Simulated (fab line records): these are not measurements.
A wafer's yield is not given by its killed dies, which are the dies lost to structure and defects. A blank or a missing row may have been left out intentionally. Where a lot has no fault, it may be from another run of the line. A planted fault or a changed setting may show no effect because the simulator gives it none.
Which tool was responsible? ; flow gf180mcu ; 18 wafers from 7 lots sampled at 3 of the route's 602 steps

== WHAT EACH GAUGE READ, for each wafer ==
GF_SALICIDE_RS_MEAS_04: a four-point-probe measurement.
lot;measured;on;SALICIDE_TIN_RS (ohm/sq)
L672;day 15 07:57;filmMetro-02;15.86 15.98 15.77
L675;day 16 06:16;filmMetro-02;16.12 16.13 15.97
L677;day 17 05:12;filmMetro-02;16.04 16.04 16.05
L684;day 20 05:51;filmMetro-04;16.16 16.40 16.49
L688;day 21 05:23;filmMetro-03;10.52 16.34 10.52 16.35
L691;day 22 03:54;filmMetro-04;16.29 10.58 16.31 10.57
L694;day 23 00:00;filmMetro-03;16.66 10.67 16.66 10.66

== EACH LOT AND THE TOOL THAT RAN IT (in order: tool; ch and the chambers of the sampled wafers; start) ==
lot;GF_SALICIDE_SPUTTER_02;GF_SALICIDE_SPUTTER_03
L672;pvdSputter-01, day 15 07:54;pvdSputter-01, day 15 07:56
L675;pvdSputter-03, day 16 06:13;pvdSputter-03, day 16 06:14
L677;pvdSputter-01, day 17 05:09;pvdSputter-01, day 17 05:10
L684;pvdSputter-01, day 20 05:48;pvdSputter-01, day 20 05:50
L688;pvdSputter-01, day 21 05:18;pvdSputter-01, day 21 05:19
L691;pvdSputter-01, day 22 03:50;pvdSputter-01, day 22 03:51
L694;pvdSputter-01, day 22 23:55;pvdSputter-01, day 22 23:57
- GF_SALICIDE_SPUTTER_02: material Co, target thk 10 nm, time 20 s.
- GF_SALICIDE_SPUTTER_03: material TiN, target thk 20 nm, time 16.7 s.

== THE ANSWER, worked out from the rows above alone ==
Rule: what is usual is taken from the lots themselves. The widest of any qualifying gaps counts: lots, ordered by their means at a reading, are off when they make up no more than a third of the lots, leave a main group of 4 or more, and stand apart from it by 3 or more times the standard deviation of that group's means. Not used: any main group whose means are identical at the precision the tables above print for the reading. Also off: a lot with no number at a reading for which 4 or more lots have one. All remaining lots with rows at the step are treated as sound.
Across all readings shown, no lot is off: no conclusion can be drawn from this.

== WHAT THE SIMULATOR HAD INSERTED ==
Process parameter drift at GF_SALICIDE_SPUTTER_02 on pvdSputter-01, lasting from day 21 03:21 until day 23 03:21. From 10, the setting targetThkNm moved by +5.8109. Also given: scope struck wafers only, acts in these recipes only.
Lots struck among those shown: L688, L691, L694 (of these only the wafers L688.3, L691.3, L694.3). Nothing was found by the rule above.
